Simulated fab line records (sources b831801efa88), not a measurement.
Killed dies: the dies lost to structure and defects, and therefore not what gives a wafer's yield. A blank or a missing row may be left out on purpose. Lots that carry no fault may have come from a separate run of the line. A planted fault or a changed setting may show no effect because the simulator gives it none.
Which of the tools did it? || flow gf180mcu || Sampling: 12 lots, 36 wafers, 4 of 602 route steps

## WHAT EACH GAUGE READ, for each wafer
GF_M2_RS_MEAS_05: uses a four-point probe to measure.
{"lot": "L651", "measured": "day 18 03:19", "on": "film-metro-04", "M2_ALCU_RS (ohm/sq)": "0.0691 0.0684 0.0685"}
{"lot": "L652", "measured": "day 18 15:29", "on": "film-metro-02", "M2_ALCU_RS (ohm/sq)": "0.0687 0.0693 0.0694"}
{"lot": "L653", "measured": "day 18 23:45", "on": "film-metro-04", "M2_ALCU_RS (ohm/sq)": "0.0702 0.0704 0.0705"}
{"lot": "L654", "measured": "day 19 08:08", "on": "film-metro-03", "M2_ALCU_RS (ohm/sq)": "0.0701 0.0706 0.0705"}
{"lot": "L655", "measured": "day 19 19:53", "on": "film-metro-03", "M2_ALCU_RS (ohm/sq)": "0.0697 0.0702 0.0698"}
{"lot": "L656", "measured": "day 20 05:17", "on": "film-metro-03", "M2_ALCU_RS (ohm/sq)": "0.0704 0.0700 0.0704"}
{"lot": "L657", "measured": "day 20 08:50", "on": "film-metro-04", "M2_ALCU_RS (ohm/sq)": "0.0697 0.0692 0.0693"}
{"lot": "L658", "measured": "day 20 18:19", "on": "film-metro-02", "M2_ALCU_RS (ohm/sq)": "0.0687 0.0687 0.0683"}
{"lot": "L659", "measured": "day 21 14:58", "on": "film-metro-03", "M2_ALCU_RS (ohm/sq)": "0.0702 0.0703 0.0704"}
{"lot": "L661", "measured": "day 22 00:38", "on": "film-metro-03", "M2_ALCU_RS (ohm/sq)": "0.0692 0.0698 0.0692"}
{"lot": "L665", "measured": "day 23 10:21", "on": "film-metro-03", "M2_ALCU_RS (ohm/sq)": "0.0700 0.0705 0.0706"}
{"lot": "L666", "measured": "day 23 16:05", "on": "film-metro-03", "M2_ALCU_RS (ohm/sq)": "0.0708 0.0698 0.0708"}

GF_V2_CD_MEAS_14: the cd target is 260 nm.
{"lot": "L651", "measured": "day 20 05:07", "on": "cd-sem-02", "cd-nm (nm)": "259.0 258.1 259.4"}
{"lot": "L652", "measured": "day 20 16:45", "on": "cd-sem-01", "cd-nm (nm)": "259.9 260.2 260.7"}
{"lot": "L653", "measured": "day 21 00:37", "on": "cd-sem-01", "cd-nm (nm)": "259.8 260.0 260.1"}
{"lot": "L654", "measured": "day 21 10:07", "on": "cd-sem-02", "cd-nm (nm)": "259.2 259.2 258.6"}
{"lot": "L655", "measured": "day 21 21:25", "on": "cd-sem-01", "cd-nm (nm)": "260.1 261.0 260.5"}
{"lot": "L656", "measured": "day 22 05:49", "on": "cd-sem-02", "cd-nm (nm)": "259.0 259.4 258.5"}
{"lot": "L657", "measured": "day 22 09:24", "on": "cd-sem-01", "cd-nm (nm)": "259.4 257.5 258.3"}
{"lot": "L658", "measured": "day 22 19:25", "on": "cd-sem-02", "cd-nm (nm)": "258.7 259.8 258.2"}
{"lot": "L659", "measured": "day 23 15:13", "on": "cd-sem-01", "cd-nm (nm)": "259.1 259.6 259.7"}
{"lot": "L661", "measured": "day 24 00:29", "on": "cd-sem-01", "cd-nm (nm)": "260.3 261.3 259.5"}
{"lot": "L665", "measured": "day 25 08:43", "on": "cd-sem-01", "cd-nm (nm)": "247.2 259.5 260.3 247.0 259.1 260.3"}
{"lot": "L666", "measured": "day 25 13:46", "on": "cd-sem-02", "cd-nm (nm)": "258.7 259.5 260.3"}

## TOOL THAT RAN EACH LOT (tool first, then ch and the chambers of the sampled wafers, then the start)
{"lot": "L651", "GF_M2_SPUTTER_02": "pvd-sputter-04, day 18 03:13", "GF_V2_SOFTBAKE_10": "litho-track-04 ch 0, day 19 17:00"}
{"lot": "L652", "GF_M2_SPUTTER_02": "pvd-sputter-01, day 18 15:21", "GF_V2_SOFTBAKE_10": "litho-track-04 ch 0, day 20 04:00"}
{"lot": "L653", "GF_M2_SPUTTER_02": "pvd-sputter-02, day 18 23:40", "GF_V2_SOFTBAKE_10": "litho-track-04 ch 0, day 20 13:00"}
{"lot": "L654", "GF_M2_SPUTTER_02": "pvd-sputter-02, day 19 08:03", "GF_V2_SOFTBAKE_10": "litho-track-01 ch 0, day 20 21:00"}
{"lot": "L655", "GF_M2_SPUTTER_02": "pvd-sputter-02, day 19 19:48", "GF_V2_SOFTBAKE_10": "litho-track-02 ch 0, day 21 09:00"}
{"lot": "L656", "GF_M2_SPUTTER_02": "pvd-sputter-01, day 20 05:12", "GF_V2_SOFTBAKE_10": "litho-track-02 ch 0, day 21 18:00"}
{"lot": "L657", "GF_M2_SPUTTER_02": "pvd-sputter-04, day 20 08:42", "GF_V2_SOFTBAKE_10": "litho-track-04 ch 0, day 21 22:00"}
{"lot": "L658", "GF_M2_SPUTTER_02": "pvd-sputter-01, day 20 18:14", "GF_V2_SOFTBAKE_10": "litho-track-02 ch 0, day 22 07:00"}
{"lot": "L659", "GF_M2_SPUTTER_02": "pvd-sputter-02, day 21 14:53", "GF_V2_SOFTBAKE_10": "litho-track-04 ch 0, day 23 02:00"}
{"lot": "L661", "GF_M2_SPUTTER_02": "pvd-sputter-02, day 22 00:32", "GF_V2_SOFTBAKE_10": "litho-track-01 ch 0, day 23 12:00"}
{"lot": "L665", "GF_M2_SPUTTER_02": "pvd-sputter-04, day 23 10:16", "GF_V2_SOFTBAKE_10": "litho-track-04 ch 0, day 24 21:00"}
{"lot": "L666", "GF_M2_SPUTTER_02": "pvd-sputter-04, day 23 16:00", "GF_V2_SOFTBAKE_10": "litho-track-02 ch 0, day 25 02:00"}
- GF_M2_SPUTTER_02: material AlCu, target thk 450 nm, time 23.9 s.
- GF_V2_SOFTBAKE_10: time 60 s.

## WHAT THE TOOLS THEMSELVES READ (means of the sampled wafers that have a number; where no wafer has one, the mark that the record gives instead)
GF_M2_SPUTTER_02.
{"lot": "L651", "tool": "pvd-sputter-04", "chamber-pressure-pa (Pa)": 0.3998, "throttle-valve-pct (%)": 30.6}
{"lot": "L652", "tool": "pvd-sputter-01", "chamber-pressure-pa (Pa)": 0.4000, "throttle-valve-pct (%)": 28.8}
{"lot": "L653", "tool": "pvd-sputter-02", "chamber-pressure-pa (Pa)": 0.4002, "throttle-valve-pct (%)": 30.0}
{"lot": "L654", "tool": "pvd-sputter-02", "chamber-pressure-pa (Pa)": 0.3997, "throttle-valve-pct (%)": 30.1}
{"lot": "L655", "tool": "pvd-sputter-02", "chamber-pressure-pa (Pa)": 0.4002, "throttle-valve-pct (%)": 29.8}
{"lot": "L656", "tool": "pvd-sputter-01", "chamber-pressure-pa (Pa)": 0.4006, "throttle-valve-pct (%)": 30.1}
{"lot": "L657", "tool": "pvd-sputter-04", "chamber-pressure-pa (Pa)": 0.3995, "throttle-valve-pct (%)": 30.6}
{"lot": "L658", "tool": "pvd-sputter-01", "chamber-pressure-pa (Pa)": 0.3998, "throttle-valve-pct (%)": 30.6}
{"lot": "L659", "tool": "pvd-sputter-02", "chamber-pressure-pa (Pa)": 0.4002, "throttle-valve-pct (%)": 30.1}
{"lot": "L661", "tool": "pvd-sputter-02", "chamber-pressure-pa (Pa)": 0.3999, "throttle-valve-pct (%)": 29.9}
{"lot": "L665", "tool": "pvd-sputter-04", "chamber-pressure-pa (Pa)": 0.4001, "throttle-valve-pct (%)": 29.7}
{"lot": "L666", "tool": "pvd-sputter-04", "chamber-pressure-pa (Pa)": 0.3996, "throttle-valve-pct (%)": 29.6}

GF_V2_SOFTBAKE_10.
{"lot": "L651", "tool": "litho-track-04", "heater-power-total-W (W)": 93.04, "run-length-s (s)": 89.17}
{"lot": "L652", "tool": "litho-track-04", "heater-power-total-W (W)": 93.03, "run-length-s (s)": 89.23}
{"lot": "L653", "tool": "litho-track-04", "heater-power-total-W (W)": 93.03, "run-length-s (s)": 89.21}
{"lot": "L654", "tool": "litho-track-01", "heater-power-total-W (W)": 93.09, "run-length-s (s)": 89.18}
{"lot": "L655", "tool": "litho-track-02", "heater-power-total-W (W)": 93.02, "run-length-s (s)": 89.11}
{"lot": "L656", "tool": "litho-track-02", "heater-power-total-W (W)": 93.15, "run-length-s (s)": 89.06}
{"lot": "L657", "tool": "litho-track-04", "heater-power-total-W (W)": 93.10, "run-length-s (s)": 89.24}
{"lot": "L658", "tool": "litho-track-02", "heater-power-total-W (W)": 93.06, "run-length-s (s)": 88.98}
{"lot": "L659", "tool": "litho-track-04", "heater-power-total-W (W)": 93.06, "run-length-s (s)": 89.13}
{"lot": "L661", "tool": "litho-track-01", "heater-power-total-W (W)": 93.09, "run-length-s (s)": 89.15}
{"lot": "L665", "tool": "litho-track-04", "heater-power-total-W (W)": 101.65, "run-length-s (s)": 78.49}
{"lot": "L666", "tool": "litho-track-02", "heater-power-total-W (W)": 93.11, "run-length-s (s)": 89.08}

## THE ANSWER, worked out from the rows above alone
Rule: the usual values come from the lots themselves. Put in order of their means at a reading, lots are off if they are a third of the lots or fewer, leave a main group of 4 or more, and stand apart from it by a gap of 3 or more times the standard deviation of the main group's means; of several such gaps the widest counts. A main group is skipped when, at the precision printed for the reading in the tables above, its means are all equal. Also off: a lot with no number at a reading for which 4 or more lots have one. The other lots that the step has rows for count as sound. First the gauges in route order, then the tools' own readings, where a lot's mean is used as printed above. At the first step where some lot is off, the reading lying furthest off is the one used; lots without a number count as furthest.
Off at GF_V2_CD_MEAS_14 (cd-nm): L665. For the main group the mean is 259.5 nm and the standard deviation 0.69.
A tool fits if, at a process step before that reading, it ran every lot that is off, and no sound lot after the first of them. The gauges at GF_V2_CD_MEAS_14 aren't tried: what is off there is off at GF_V2_SOFTBAKE_10 too, on other tools, and a gauge's error can't cause that. One candidate fits, namely litho-track-04 at GF_V2_SOFTBAKE_10. A fault onset in the window from L659 (day 23 02:00, its last sound lot) to L665 (day 24 21:00, its first lot off) fits.
The tool's own readings at GF_V2_SOFTBAKE_10 bear it out: on the lots that are off they differ by more than 5 times the standard deviation of the sound lots' means. heater-power-total-W reads 101.65 W there against 93.07 W on the sound lots; run-length-s reads 78.49 s there against 89.14 s on the sound lots.

## WHAT THE SIMULATOR HAD PUT IN
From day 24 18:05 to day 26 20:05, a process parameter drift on litho-track-04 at GF_V2_SOFTBAKE_10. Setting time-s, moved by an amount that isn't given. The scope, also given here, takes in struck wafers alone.
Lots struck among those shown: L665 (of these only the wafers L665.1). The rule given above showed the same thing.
